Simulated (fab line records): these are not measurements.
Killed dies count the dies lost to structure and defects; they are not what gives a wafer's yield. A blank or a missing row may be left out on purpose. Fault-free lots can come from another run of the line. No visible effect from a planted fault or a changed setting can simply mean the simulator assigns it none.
Matching of chambers :: flow sky130 :: 3 sister chambers for SKY_PASSIVATION_CVD_00 on pecvd-03
The step deposits SiO2, target thk 90 nm. 6 wafers are shown with their chamber, then 10 later ones without.

== WAFERS PAIRED WITH THEIR CHAMBERS ==
wafer: L078.1
chamber: 2
heaterPowerW (W): 549
heaterPowerOuterW (W): 305

wafer: L080.2
chamber: 0
heaterPowerW (W): 839
heaterPowerOuterW (W): 513

wafer: L080.4
chamber: 1
heaterPowerW (W): 727
heaterPowerOuterW (W): 440

wafer: L080.5
chamber: 0
heaterPowerW (W): 851
heaterPowerOuterW (W): 531

wafer: L090.1
chamber: 2
heaterPowerW (W): 545
heaterPowerOuterW (W): 288

wafer: L090.2
chamber: 1
heaterPowerW (W): 665
heaterPowerOuterW (W): 399

== WAFERS WHOSE CHAMBER IS MISSING ==
wafer: L090.3
heaterPowerW (W): 871
heaterPowerOuterW (W): 548

wafer: L091.1
heaterPowerW (W): 591
heaterPowerOuterW (W): 326

wafer: L091.2
heaterPowerW (W): 638
heaterPowerOuterW (W): 362

wafer: L091.4
heaterPowerW (W): 609
heaterPowerOuterW (W): 336

wafer: L092.1
heaterPowerW (W): 599
heaterPowerOuterW (W): 337

wafer: L092.2
heaterPowerW (W): 696
heaterPowerOuterW (W): 406

wafer: L092.5
heaterPowerW (W): 585
heaterPowerOuterW (W): 332

wafer: L097.2
heaterPowerW (W): 787
heaterPowerOuterW (W): 474

wafer: L097.3
heaterPowerW (W): 752
heaterPowerOuterW (W): 449

wafer: L097.5
heaterPowerW (W): 600
heaterPowerOuterW (W): 329

== WHICH CHAMBER EACH WENT THROUGH ==
wafer: L090.3
from the rows above: 0
in truth: 0

wafer: L091.1
from the rows above: 2
in truth: 2

wafer: L091.2
from the rows above: can't be placed: 1 or 2
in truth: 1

wafer: L091.4
from the rows above: 2
in truth: 2

wafer: L092.1
from the rows above: 2
in truth: 2

wafer: L092.2
from the rows above: 1
in truth: 1

wafer: L092.5
from the rows above: 2
in truth: 2

wafer: L097.2
from the rows above: can't be placed: 0 or 1
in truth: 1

wafer: L097.3
from the rows above: 1
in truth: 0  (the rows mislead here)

wafer: L097.5
from the rows above: 2
in truth: 2
7 of 10 placed correctly. From these rows, 2 cannot be placed; in 2 the true chamber is one of the candidates. Number placed wrongly: 1.
How it was worked out, from the rows above alone: a wafer's distance from a chamber is the root of the sum, over the readings, of the square of ((its reading less the chamber's mean) divided by the reading's scatter). The wafer belongs to the nearest chamber; if the next one is less than 2 further off, it can't be placed. For every chamber, the mean is computed from those of its wafers that are shown. The scatter is the square root of a quotient: the sum, over the shown wafers, of each reading's squared deviation from its chamber's mean, divided by wafers minus chambers.
